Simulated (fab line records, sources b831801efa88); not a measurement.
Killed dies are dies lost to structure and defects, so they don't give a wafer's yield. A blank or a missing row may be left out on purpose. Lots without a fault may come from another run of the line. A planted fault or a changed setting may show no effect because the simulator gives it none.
Which tool did it? | flow gf180mcu | 13 lots, 39 wafers sampled, at 3 steps of a route of 602

WHAT THE GAUGES READ, wafer by wafer
GF_STI_BOW_MEAS_00.
lot  | measured    | on            | INCOMING_BOW (um)
L993 | day 1 10:00 | film_metro-04 | 4 -5 -2
L995 | day 1 20:00 | film_metro-02 | -4 0 3
L997 | day 2 06:00 | film_metro-01 | 4 -4 3
L998 | day 2 11:04 | film_metro-01 | -4 -2 -2
L106 | day 4 03:00 | film_metro-04 | -6 -3 0
L107 | day 4 08:00 | film_metro-04 | -2 6 -3
L108 | day 4 13:04 | film_metro-02 | -2 -4 -12
L109 | day 4 18:01 | film_metro-02 | 0 3 -5
L110 | day 4 23:04 | film_metro-02 | 3 8 8
L113 | day 5 14:00 | film_metro-01 | 6 3 -3
L114 | day 5 19:00 | film_metro-01 | -8 0 0
L115 | day 6 00:01 | film_metro-04 | 3 -9 4
L116 | day 6 05:01 | film_metro-01 | 5 -4 11

GF_PSD_RS_MEAS_15: measures by four-point-probe.
lot  | measured     | on            | PSD_RS (ohm/sq)
L993 | day 14 08:14 | film_metro-01 | 108.51 108.64 108.23
L995 | day 14 20:04 | film_metro-01 | 108.50 108.09 108.20
L997 | day 15 11:23 | film_metro-03 | 108.72 108.89 108.37
L998 | day 15 19:02 | film_metro-04 | 108.43 108.58 108.62
L106 | day 19 02:47 | film_metro-01 | 108.29 108.42 108.82
L107 | day 19 04:56 | film_metro-03 | 109.01 108.94 108.71
L108 | day 19 18:39 | film_metro-01 | 108.07 108.55 108.07
L109 | day 20 06:03 | film_metro-04 | 108.49 108.47 108.56
L110 | day 20 09:50 | film_metro-01 | 108.21 108.46 108.24
L113 | day 21 04:56 | film_metro-04 | 108.54 108.71 108.53
L114 | day 21 13:46 | film_metro-04 | 108.54 109.10 108.88
L115 | day 21 20:19 | film_metro-01 | 108.63 108.35 108.27
L116 | day 22 08:35 | film_metro-01 | 108.24 108.11 108.25

WHICH TOOL RAN EACH LOT (tool, then ch and the chambers of the sampled wafers, then the start)
lot  | GF_DNWELL_EXPOSE_04
L993 | iline_stepper-01 ch 0, day 2 12:21
L995 | iline_stepper-02 ch 0, day 2 23:07
L997 | iline_stepper-01 ch 0, day 3 08:46
L998 | iline_stepper-02 ch 0, day 3 13:49
L106 | iline_stepper-02 ch 0, day 5 10:02
L107 | iline_stepper-02 ch 0, day 5 14:31
L108 | iline_stepper-01 ch 0, day 5 20:09
L109 | iline_stepper-01 ch 0, day 6 01:50
L110 | iline_stepper-02 ch 0, day 6 07:30
L113 | iline_stepper-01 ch 0, day 6 20:16
L114 | iline_stepper-01 ch 0, day 7 02:04
L115 | iline_stepper-02 ch 0, day 7 06:13
L116 | iline_stepper-02 ch 0, day 7 14:26
- GF_DNWELL_EXPOSE_04: exposes mask DNWELL, target cd 1700 nm.

WHAT THE TOOLS THEMSELVES READ (means of the sampled wafers that have a number; where no wafer has one, the mark that the record gives instead)
The record holds no such reading with a usual standard deviation.

THE ANSWER, worked out from the rows above alone
Rule: what is usual is taken from the lots themselves. Put in order of their means at a reading, lots are off if they are a third of the lots or fewer, leave a main group of 4 or more, and stand apart from it by a gap of 3 or more times the standard deviation of the main group's means; of several such gaps the widest counts. A main group whose means are all the same, to the digits that the tables above print for the reading, isn't used. A lot without any number at a reading at which 4 lots or more have one is off too. The other lots that the step has rows for count as sound. The gauges are gone through in route order, then the tools' own readings, and for those a lot's mean is taken as printed above. The first step at which some lot is off is used, and at that step the reading that is off furthest; a lot without a number counts as furthest.
No lot is off at any reading shown: from this, nothing can be told.

WHAT THE SIMULATOR HAD PUT IN
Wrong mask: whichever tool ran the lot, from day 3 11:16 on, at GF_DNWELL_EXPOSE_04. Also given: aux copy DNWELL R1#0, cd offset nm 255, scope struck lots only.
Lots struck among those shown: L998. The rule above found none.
